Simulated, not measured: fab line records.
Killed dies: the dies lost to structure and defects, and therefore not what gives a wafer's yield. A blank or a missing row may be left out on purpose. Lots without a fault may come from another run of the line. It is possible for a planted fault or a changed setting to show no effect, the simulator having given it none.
Which tool is to blame? ; flow sky130 ; 14 lots, 42 wafers sampled, at 5 steps of a route of 708

== WHAT THE GAUGES READ, wafer by wafer ==
SKY_FIELD_ISO_THK_MEAS_23. Usual: FIELD_ISO_OXIDATION_01_THK gives 10.00 nm (standard deviation 0.23).
lot;measured;on;FIELD_ISO_OXIDATION_01_THK (nm);flag
L604;day 2 06:48;film metro-01;9.58 9.68 9.79;
L605;day 2 14:52;film metro-01;10.01 9.93 9.88;
L606;day 2 19:54;film metro-02;9.92 10.03 9.98;
L608;day 3 09:10;film metro-04;9.87 9.63 9.66;
L609;day 3 10:20;film metro-02;9.70 10.10 9.75;
L610;day 3 14:21;film metro-04;10.01 9.87 10.05;
L611;day 3 19:49;film metro-02;9.85 10.06 9.93;
L612;day 4 02:52;film metro-04;9.87 9.84 9.65;
L613;day 4 06:32;film metro-02;9.97 9.91 10.06;
L615;day 4 15:49;film metro-04;10.33 10.09 10.31;
L616;day 4 22:13;film metro-02;10.06 9.93 10.03;
L617;day 5 05:20;film metro-01;10.49 10.29 10.40;
L618;day 5 10:52;film metro-02;10.15 10.20 10.13;
L619;day 5 14:38;film metro-01;9.88 9.92 9.90;

SKY_NWELL_TW_MEAS_26. Usual: NWELL_2_TW gives 493 (standard deviation 6.2).
lot;measured;on;NWELL_2_TW;flag
L604;day 5 10:24;film metro-03;497 498 499;
L605;day 5 16:30;film metro-01;499 502 503;
L606;day 5 23:23;film metro-01;503 502 501;
L608;day 6 16:58;film metro-04;487 485 487;
L609;day 6 17:55;film metro-04;487 484 485;
L610;day 6 20:44;film metro-04;483 485 484;
L611;day 7 05:28;film metro-03;500 498 496;
L612;day 7 12:10;film metro-03;498 495 496;
L613;day 7 15:49;film metro-04;484 488 487;
L615;day 8 01:16;film metro-04;486 488 488;
L616;day 8 09:45;film metro-04;492 490 488;
L617;day 8 21:53;film metro-01;496 497 499;
L618;day 9 01:50;film metro-03;496 497 495;
L619;day 9 07:01;film metro-01;502 497 501;

SKY_VT_ADJUST_HVTP_TW_MEAS_11. Usual: VT_ADJUST_HVTP_TW gives 1359 (standard deviation 9.1).
lot;measured;on;VT_ADJUST_HVTP_TW;flag
L604;day 6 06:07;film metro-03;1355 1354 1353;
L605;day 6 11:54;film metro-02;1358 1350 1346;
L606;day 6 18:28;film metro-01;1372 1375 1363;
L608;day 7 14:16;film metro-01;1362 1367 1366;
L609;day 7 14:59;film metro-02;1347 1346 1353;
L610;day 7 18:20;film metro-02;1362 1348 1355;
L611;day 8 01:50;film metro-02;1358 1360 1364;
L612;day 8 09:01;film metro-01;1357 1365 1356;
L613;day 8 13:08;film metro-03;1366 1351 1364;
L615;day 8 23:52;film metro-03;1362 1353 1359;
L616;day 9 08:22;film metro-01;1367 1374 1368;
L617;day 9 19:15;film metro-01;1358 1359 1364;
L618;day 9 23:57;film metro-03;1413 1411 1417;OFF
L619;day 10 03:56;film metro-02;1399 1397 1402;OFF

SKY_SONOS_TUNNEL_TW_MEAS_12. Usual: SONOS_TUNNEL_TW gives 196.0 (standard deviation 1.8).
lot;measured;on;SONOS_TUNNEL_TW;flag
L604;day 11 12:10;film metro-03;197.7 197.8 198.2;
L605;day 11 20:04;film metro-03;197.9 198.9 198.2;
L606;day 12 03:43;film metro-04;193.8 194.7 193.3;
L608;day 13 02:08;film metro-02;195.7 196.1 196.1;
L609;day 13 03:35;film metro-04;194.1 195.3 196.2;
L610;day 13 09:03;film metro-03;196.8 196.8 198.2;
L611;day 13 18:29;film metro-03;196.6 197.4 197.1;
L612;day 14 02:41;film metro-04;192.4 194.1 194.6;
L613;day 14 08:12;film metro-03;198.7 198.4 198.4;
L615;day 14 19:25;film metro-04;193.7 193.9 193.3;
L616;day 15 07:04;film metro-04;194.2 194.6 193.0;
L617;day 15 21:35;film metro-03;198.9 197.7 198.9;
L618;day 16 05:07;film metro-03;198.2 197.8 197.1;
L619;day 16 09:14;film metro-04;193.7 193.9 194.3;

== WHICH TOOL RAN EACH LOT (tool, then ch and the chambers of the sampled wafers, then the start) ==
lot;SKY_VT_ADJUST_HVTP_IMPLANT_09
L604;implanter-01 ch 0, day 6 05:52
L605;implanter-03 ch 0, day 6 11:39
L606;implanter-01 ch 0, day 6 18:13
L608;implanter-04 ch 0, day 7 14:02
L609;implanter-04 ch 0, day 7 14:44
L610;implanter-03 ch 0, day 7 18:05
L611;implanter-03 ch 0, day 8 01:35
L612;implanter-03 ch 0, day 8 08:48
L613;implanter-03 ch 0, day 8 12:53
L615;implanter-04 ch 0, day 8 23:38
L616;implanter-01 ch 0, day 9 08:07
L617;implanter-01 ch 0, day 9 19:00
L618;implanter-01 ch 0, day 9 23:42
L619;implanter-01 ch 0, day 10 03:41
- SKY_VT_ADJUST_HVTP_IMPLANT_09

== WHAT THE TOOLS THEMSELVES READ (means of the sampled wafers that have a number; where no wafer has one, the mark that the record gives instead) ==
SKY_VT_ADJUST_HVTP_IMPLANT_09. Usual: dose ions cm2 4.3e+12, standard deviation 4.1e+09; faraday current uA 24.3, standard deviation 0.52.
lot;tool;dose ions cm2;faraday current uA;flag
L604;implanter-01;4.3e+12;23.9;
L605;implanter-03;4.3e+12;24.2;
L606;implanter-01;4.3e+12;24.4;
L608;implanter-04;4.3e+12;24.4;
L609;implanter-04;4.3e+12;24.1;
L610;implanter-03;4.3e+12;24.3;
L611;implanter-03;4.3e+12;24.5;
L612;implanter-03;4.3e+12;24.7;
L613;implanter-03;4.3e+12;24.4;
L615;implanter-04;4.3e+12;24.2;
L616;implanter-01;4.3e+12;24.6;
L617;implanter-01;4.3e+12;24.0;
L618;implanter-01;4.9e+12;27.6;OFF
L619;implanter-01;4.9e+12;27.5;OFF

== THE ANSWER, worked out from the rows above alone ==
Rule: lot off if the mean of its wafers having a number is beyond 3 standard deviations from the usual mean. Also off: a lot with no number at a reading for which 4 or more lots have one. The other lots that the step has rows for count as sound. Order of review: gauges by route order, followed by the tools' own readings, for which a lot's mean as printed above is used. The first step at which some lot is off is used, and at that step the reading that is off furthest; a lot without a number counts as furthest.
Off: L618, L619, at SKY_VT_ADJUST_HVTP_TW_MEAS_11 (VT_ADJUST_HVTP_TW).
If a tool, at a process step before that reading, ran all the lots that are off and no sound lot after the first of them, it fits. Not tried: the gauges at SKY_VT_ADJUST_HVTP_TW_MEAS_11; whatever is off there is also off at SKY_VT_ADJUST_HVTP_IMPLANT_09, on other tools, and gauge error can't account for it. One fits: SKY_VT_ADJUST_HVTP_IMPLANT_09 on implanter-01. A fault onset in the window from L617 (day 9 19:00, its last sound lot) to L618 (day 9 23:42, its first lot off) fits.
The tool's own readings at SKY_VT_ADJUST_HVTP_IMPLANT_09 bear it out: on the lots that are off they differ by more than 5 times the standard deviation of the sound lots' means. dose ions cm2 reads 4.9e+12 there against 4.3e+12 on the sound lots; faraday current uA reads 27.6 there against 24.3 on the sound lots.

== WHAT WAS PUT IN BY THE SIMULATOR ==
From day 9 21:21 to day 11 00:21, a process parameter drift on implanter-01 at SKY_VT_ADJUST_HVTP_IMPLANT_09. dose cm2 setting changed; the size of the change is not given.
Shown lots that were struck: L618, L619. This agrees with what the rule above found.
